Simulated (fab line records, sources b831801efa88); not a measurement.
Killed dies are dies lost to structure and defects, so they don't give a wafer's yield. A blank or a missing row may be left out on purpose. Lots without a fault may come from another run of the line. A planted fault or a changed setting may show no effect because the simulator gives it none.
Which tool did it? | flow gf180mcu | 13 lots, 39 wafers sampled, at 6 steps of a route of 602

WHAT THE GAUGES READ, wafer by wafer
GF_HV_LDD_CD_MEAS_46: target cd 400 nm. Usual: cd_nm 400.0 nm, standard deviation 2.3.
lot  | measured     | on        | cd_nm (nm)        | flag
L368 | day 13 12:01 | cd_sem-01 | 399.5 398.6 398.9 |
L369 | day 13 18:34 | cd_sem-02 | 402.3 401.3 400.5 |
L370 | day 14 05:38 | cd_sem-01 | 398.0 399.1 397.8 |
L371 | day 14 09:01 | cd_sem-02 | 397.7 397.8 401.1 |
L372 | day 15 00:17 | cd_sem-02 | 395.7 397.5 399.2 |
L374 | day 15 11:37 | cd_sem-02 | 400.2 403.4 400.6 |
L380 | day 17 08:09 | cd_sem-02 | 399.1 400.9 399.3 |
L381 | day 17 17:28 | cd_sem-01 | 402.9 402.6 403.6 |
L382 | day 18 04:01 | cd_sem-02 | 400.1 401.1 399.8 |
L385 | day 19 04:14 | cd_sem-02 | 393.5 393.6 394.7 |
L386 | day 19 12:44 | cd_sem-02 | 403.5 402.1 401.2 |
L387 | day 19 23:25 | cd_sem-01 | 399.6 399.5 399.4 |
L388 | day 20 05:46 | cd_sem-01 | 404.0 402.1 402.2 |

GF_NSD_OVL_MEAS_08. Usual: NSD_OVL 1.1 nm, standard deviation 1.2.
lot  | measured     | on         | NSD_OVL (nm) | flag
L368 | day 14 12:49 | overlay-01 | 3.2 1.0 1.8  |
L369 | day 14 19:19 | overlay-02 | 1.1 1.7 1.4  |
L370 | day 15 05:56 | overlay-01 | 1.4 0.9 0.7  |
L371 | day 15 10:10 | overlay-01 | 2.7 2.3 0.7  |
L372 | day 15 23:11 | overlay-01 | 1.8 1.4 1.2  |
L374 | day 16 12:20 | overlay-01 | 2.2 2.8 4.6  |
L380 | day 18 12:05 | overlay-02 | 0.1 2.3 1.7  |
L381 | day 18 22:56 | overlay-01 | 1.5 1.0 0.6  |
L382 | day 19 06:53 | overlay-01 | 0.9 1.8 0.5  |
L385 | day 20 08:01 | overlay-01 | 2.5 1.4 2.0  |
L386 | day 20 15:23 | overlay-01 | 0.3 2.0 2.0  |
L387 | day 21 02:44 | overlay-02 | -0.8 0.4 0.0 |
L388 | day 21 09:59 | overlay-01 | 0.8 0.4 0.5  |

GF_PSD_OVL_MEAS_08. Usual: PSD_OVL 0.3 nm, standard deviation 1.2.
lot  | measured     | on         | PSD_OVL (nm)   | flag
L368 | day 15 10:30 | overlay-02 | -0.8 1.9 1.9   |
L369 | day 15 16:51 | overlay-02 | 2.1 2.3 2.3    |
L370 | day 16 02:47 | overlay-01 | 0.6 1.7 1.1    |
L371 | day 16 07:19 | overlay-01 | -0.5 0.7 -0.7  |
L372 | day 16 22:05 | overlay-02 | 0.6 -0.9 -1.7  |
L374 | day 17 10:53 | overlay-02 | -1.0 -0.1 -0.6 |
L380 | day 19 11:22 | overlay-02 | 1.4 0.9 -0.7   |
L381 | day 19 23:02 | overlay-01 | -0.8 -0.9 0.3  |
L382 | day 20 06:48 | overlay-01 | 1.0 0.9 1.5    |
L385 | day 21 07:47 | overlay-02 | 1.4 2.1 0.5    |
L386 | day 21 15:39 | overlay-02 | -0.3 -0.6 0.5  |
L387 | day 22 03:05 | overlay-01 | 0.2 0.5 1.6    |
L388 | day 22 09:41 | overlay-01 | -0.5 -0.3 0.3  |

GF_PSD_RS_MEAS_14: measures by four-point-probe. Usual: NSD_RS 46.19 ohm/sq, standard deviation 0.1.
lot  | measured     | on            | NSD_RS (ohm/sq)   | flag
L368 | day 15 11:01 | film_metro-03 | 46.10 46.17 46.22 |
L369 | day 15 17:20 | film_metro-01 | 46.22 46.42 46.32 |
L370 | day 16 03:16 | film_metro-01 | 46.20 46.30 46.11 |
L371 | day 16 07:48 | film_metro-03 | 46.10 46.10 46.24 |
L372 | day 16 22:39 | film_metro-04 | 46.09 46.10 46.13 |
L374 | day 17 11:22 | film_metro-01 | 46.32 46.44 46.40 |
L380 | day 19 11:52 | film_metro-04 | 48.10 47.91 48.17 | OFF
L381 | day 19 23:31 | film_metro-03 | 46.07 46.10 45.93 |
L382 | day 20 07:17 | film_metro-04 | 48.12 47.91 47.90 | OFF
L385 | day 21 08:16 | film_metro-01 | 46.22 46.18 46.09 |
L386 | day 21 16:08 | film_metro-04 | 46.07 46.09 46.10 |
L387 | day 22 03:35 | film_metro-04 | 45.99 46.17 46.09 |
L388 | day 22 10:11 | film_metro-01 | 46.18 46.24 46.21 |

WHICH TOOL RAN EACH LOT (tool, then ch and the chambers of the sampled wafers, then the start)
lot  | GF_NSD_IMPLANT_09               | GF_NSD_STRIP_11
L368 | implanter-01 ch 0, day 14 12:54 | plasma_asher-03 ch 0,1, day 14 13:11
L369 | implanter-04 ch 0, day 14 19:22 | plasma_asher-04 ch 0,1, day 14 19:39
L370 | implanter-01 ch 0, day 15 05:59 | plasma_asher-03 ch 0,1, day 15 06:17
L371 | implanter-03 ch 0, day 15 10:13 | plasma_asher-01 ch 0,1, day 15 10:30
L372 | implanter-01 ch 0, day 15 23:14 | plasma_asher-03 ch 0,1, day 15 23:32
L374 | implanter-01 ch 0, day 16 12:22 | plasma_asher-04 ch 0,1, day 16 12:40
L380 | implanter-03 ch 0, day 18 12:08 | plasma_asher-03 ch 0,1, day 18 12:25
L381 | implanter-04 ch 0, day 18 22:58 | plasma_asher-04 ch 0,1, day 18 23:16
L382 | implanter-03 ch 0, day 19 06:55 | plasma_asher-01 ch 0,1, day 19 07:13
L385 | implanter-04 ch 0, day 20 08:03 | plasma_asher-01 ch 0,1, day 20 08:21
L386 | implanter-01 ch 0, day 20 15:25 | plasma_asher-01 ch 0,1, day 20 15:43
L387 | implanter-01 ch 0, day 21 02:48 | plasma_asher-04 ch 0,1, day 21 03:04
L388 | implanter-01 ch 0, day 21 10:02 | plasma_asher-03 ch 0, day 21 10:19
- GF_NSD_IMPLANT_09
- GF_NSD_STRIP_11: strips in O2/N2.

WHAT THE TOOLS THEMSELVES READ (means of the sampled wafers that have a number; where no wafer has one, the mark that the record gives instead)
GF_NSD_IMPLANT_09. Usual: dose_ions_cm2 4e+15, standard deviation 4.5e+12.
lot  | tool         | dose_ions_cm2 | flag
L368 | implanter-01 | 4e+15         |
L369 | implanter-04 | 4e+15         |
L370 | implanter-01 | 4e+15         |
L371 | implanter-03 | 4e+15         |
L372 | implanter-01 | 4e+15         |
L374 | implanter-01 | 4e+15         |
L380 | implanter-03 | 3e+15         | OFF
L381 | implanter-04 | 4e+15         |
L382 | implanter-03 | 3e+15         | OFF
L385 | implanter-04 | 4e+15         |
L386 | implanter-01 | 4e+15         |
L387 | implanter-01 | 4e+15         |
L388 | implanter-01 | 4e+15         |

GF_NSD_STRIP_11. Usual: drypump_motor_current_A 5.9 A, standard deviation 0.4; heater_power_w 359 W, standard deviation 35; oes_product_au 0.487 a.u., standard deviation 0.0049; strip_time_to_endpoint_s 22.96 s, standard deviation 0.038.
lot  | tool            | drypump_motor_current_A (A) | heater_power_w (W) | oes_product_au (a.u.) | strip_time_to_endpoint_s (s) | flag
L368 | plasma_asher-03 | 5.6                         | 385                | 0.486                 | 22.97                        |
L369 | plasma_asher-04 | 6.1                         | 307                | 0.489                 | 22.94                        |
L370 | plasma_asher-03 | 5.6                         | 384                | 0.485                 | 22.96                        |
L371 | plasma_asher-01 | 5.7                         | 365                | 0.489                 | 22.99                        |
L372 | plasma_asher-03 | 5.7                         | 391                | 0.484                 | 22.97                        |
L374 | plasma_asher-04 | 6.4                         | 323                | 0.483                 | 22.98                        |
L380 | plasma_asher-03 | 5.6                         | 384                | 0.504                 | 21.90                        | OFF
L381 | plasma_asher-04 | 6.3                         | 322                | 0.481                 | 22.98                        |
L382 | plasma_asher-01 | 6.0                         | 356                | 0.498                 | 21.88                        | OFF
L385 | plasma_asher-01 | 5.7                         | 345                | 0.490                 | 22.95                        |
L386 | plasma_asher-01 | 5.7                         | 342                | 0.491                 | 22.96                        |
L387 | plasma_asher-04 | 6.4                         | 326                | 0.484                 | 22.95                        |
L388 | plasma_asher-03 | 5.4                         | 380                | 0.491                 | 22.94                        |

THE ANSWER, worked out from the rows above alone
Rule: a lot is off if the mean of its wafers that have a number lies more than 3 standard deviations from the usual mean. A lot without any number at a reading at which 4 lots or more have one is off too. The other lots that the step has rows for count as sound. The gauges are gone through in route order, then the tools' own readings, and for those a lot's mean is taken as printed above. The first step at which some lot is off is used, and at that step the reading that is off furthest; a lot without a number counts as furthest.
Off: L380, L382, at GF_PSD_RS_MEAS_14 (NSD_RS).
A tool fits if, at a process step before that reading, it ran every lot that is off, and no sound lot after the first of them. The gauges at GF_PSD_RS_MEAS_14 aren't tried: what is off there is off at GF_NSD_IMPLANT_09 too, on other tools, and a gauge's error can't cause that. One fits: implanter-03 at GF_NSD_IMPLANT_09. Its last sound lot is L371 (day 15 10:13), its first lot that is off L380 (day 18 12:08): a fault that began between those two fits.
The tool's own readings at GF_NSD_IMPLANT_09 bear it out: on the lots that are off they differ by more than 5 times the standard deviation of the sound lots' means. dose_ions_cm2 reads 3e+15 there against 4e+15 on the sound lots.

WHAT THE SIMULATOR HAD PUT IN
Process parameter drift: implanter-03, from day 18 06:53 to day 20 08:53, at GF_NSD_IMPLANT_09. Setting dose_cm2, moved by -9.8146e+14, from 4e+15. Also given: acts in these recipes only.
Lots struck among those shown: L380, L382. The rule above found the same.
